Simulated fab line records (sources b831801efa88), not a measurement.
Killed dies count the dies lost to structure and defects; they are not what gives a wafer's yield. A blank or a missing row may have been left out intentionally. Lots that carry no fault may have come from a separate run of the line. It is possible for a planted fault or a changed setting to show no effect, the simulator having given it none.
Problem report, 8D (eight disciplines) form, completed by code + flow sky130 + the parts of the form that need people (team, actions taken, sign-off) are left out

== 1. THE PROBLEM ==
Mean NWELL_RS at SKY_NWELL_RS_MEAS_29: 647.2 ohm/sq over 6 wafers in 2 lots; fault-free wafers: 624.6 ohm/sq, standard deviation 1.7. That is +13 standard deviations from the usual mean.
The step: measures by four-point-probe.
Seen first at day 10 07:23 on filmMetro-04, wafer L316.1. The record holds 36 wafers of 12 lots with a number at this step. By rule, "out" or "out of limits" means more than 4 standard deviations away from the usual mean. All remaining wafers that have a number are taken as sound.

== 2. WHAT IT IS, AND WHAT IT ISN'T ==
| question                    | is                         | is not                                                                    |
|-----------------------------|----------------------------|---------------------------------------------------------------------------|
| which readings at this step | NWELL_RS                   | -                                                                         |
| which lots                  | L316, L317                 | L297, L299, L301, L302, L305, L307, L308, L309, L318, L320                |
| which wafers of those lots  | all that have a number     | -                                                                         |
| read on which gauges        | filmMetro-03, filmMetro-04 | filmMetro-02                                                              |
| when                        | from day 10 07:23          | up to then (24 sound wafers); but 6 sound wafers of L318, L320 came after |

== 3. SUSPECTS, AND WHAT RULES EACH OUT ==
Counting: a tool at any process step up to the reading remains a suspect when it ran all the lots that are out and ran no sound lot after the first of those.
- the gauge at SKY_NWELL_RS_MEAS_29 is ruled out. 2 gauges (filmMetro-03, filmMetro-04) read the wafers that are out.
- cmp-02 at SKY_FIELD_ISO_CMP_27 (polishes, stops on Si3N4, t overpolish 16 s, target thk 457.8 nm): ruled out as a lasting fault. The sound lots L320 went through it after L316, its earliest lot that is out (day 6 15:52).
- implanter-04 at SKY_NWELL_IMPLANT_11: kept. Every lot that is out went through it, starting with L316 (day 9 08:49), and after that it ran no sound lot; the last sound lot it ran before then is L309 (day 7 12:43). Its own readings are out on those wafers: beamEnergyKeV.
The count leaves implanter-04 at SKY_NWELL_IMPLANT_11.

== 4. THE CAUSE (what the simulator had put in) ==
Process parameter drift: implanter-04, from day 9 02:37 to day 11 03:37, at SKY_NWELL_IMPLANT_11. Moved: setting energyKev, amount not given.
This tool alone remained once counting was done.

== 5. THE EFFECT CHAIN, in route order ==
Each row: a reading whose mean over the struck wafers that have a number lies more than 3 standard deviations from the usual. Only readings whose record carries a usual standard deviation are examined. hours: median over the lots of the time between each lot's start at the first step of this table that gives one and its start at this step. sigmas: the change, counted in usual standard deviations.
| hours | step                 | reading       | usual        | on struck wafers | change | sigmas      |
|-------|----------------------|---------------|--------------|------------------|--------|-------------|
| 0     | SKY_NWELL_IMPLANT_11 | beamEnergyKeV | 399.96       | 349.89           | -50.07 | -99 or more |
| 23    | SKY_NWELL_RS_MEAS_29 | NWELL_RS      | 624.6 ohm/sq | 647.2            | +22.6  | +13         |
Process steps it contains:
- SKY_NWELL_IMPLANT_11
At these later measuring or inspecting steps, every struck wafer for which the step has a row has a number for every such reading, and none has moved that far: SKY_LOCAL_INTERCONNECT_OVL_MEAS_12, SKY_CONTACT_THK_MEAS_01.

== 6. WHAT WOULD HAVE CAUGHT IT SOONER ==
Counted from the fault's start at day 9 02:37, it took 29 hours until the first out-of-limits reading at a measuring or inspecting step in this record, taken at day 10 07:23.
At SKY_NWELL_IMPLANT_11, the tool's own readings (beamEnergyKeV) were out on each struck wafer the step has a row for, so an alarm limit on them would have fired on the first such wafer.
All the lots that are out (2) had begun SKY_NWELL_IMPLANT_11 on implanter-04 by day 10 07:23. None of them would have been spared by holding the tool at that moment.
